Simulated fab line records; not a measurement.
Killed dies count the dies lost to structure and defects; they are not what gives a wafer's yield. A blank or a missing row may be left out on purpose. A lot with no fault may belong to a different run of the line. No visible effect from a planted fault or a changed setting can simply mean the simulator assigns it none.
Chamber matching / flow sky130 / 4 sister chambers for SKY_VIA2_CMP_02 on cmp-02
The step polishes SiO2. 4 wafers are shown with their chamber, then 12 later ones without.

WAFERS WITH THEIR CHAMBER
wafer=L089.2; chamber=3; motor-current-A (A)=11.7
wafer=L089.4; chamber=0; motor-current-A (A)=12.7
wafer=L093.4; chamber=2; motor-current-A (A)=11.0
wafer=L093.6; chamber=1; motor-current-A (A)=12.4

WAFERS WITHOUT THEIR CHAMBER
wafer=L094.2; motor-current-A (A)=12.6
wafer=L094.3; motor-current-A (A)=11.7
wafer=L094.4; motor-current-A (A)=11.2
wafer=L095.2; motor-current-A (A)=11.8
wafer=L095.4; motor-current-A (A)=11.0
wafer=L095.5; motor-current-A (A)=12.6
wafer=L096.1; motor-current-A (A)=11.0
wafer=L096.5; motor-current-A (A)=11.4
wafer=L096.6; motor-current-A (A)=13.1
wafer=L097.2; motor-current-A (A)=11.5
wafer=L097.5; motor-current-A (A)=12.5
wafer=L097.6; motor-current-A (A)=11.0

CHAMBER TAKEN BY EACH
wafer=L094.2; from the rows above=can't be placed: 0 or 1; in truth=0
wafer=L094.3; from the rows above=3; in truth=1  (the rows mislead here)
wafer=L094.4; from the rows above=can't be placed: 2 or 3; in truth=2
wafer=L095.2; from the rows above=3; in truth=3
wafer=L095.4; from the rows above=2; in truth=2
wafer=L095.5; from the rows above=can't be placed: 0 or 1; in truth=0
wafer=L096.1; from the rows above=2; in truth=2
wafer=L096.5; from the rows above=can't be placed: 3 or 2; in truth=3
wafer=L096.6; from the rows above=can't be placed: 0 or 1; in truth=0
wafer=L097.2; from the rows above=can't be placed: 3 or 2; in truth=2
wafer=L097.5; from the rows above=can't be placed: 1 or 0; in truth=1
wafer=L097.6; from the rows above=2; in truth=2
Correctly placed: 4 of 12. From these rows, 7 cannot be placed; in 7 the true chamber is one of the candidates. Placed wrongly: 1.
How it was worked out, from the rows above alone: a wafer's distance from a chamber is the root of the sum, over the readings, of the square of ((its reading less the chamber's mean) divided by the reading's scatter). The wafer belongs to the nearest chamber; if the next one is less than 2 further off, it can't be placed. The mean given for a chamber averages the wafers shown for that chamber. The scatter: with one shown wafer a chamber, the root of the mean of the squares of how far each hidden wafer lies from its nearest shown one.
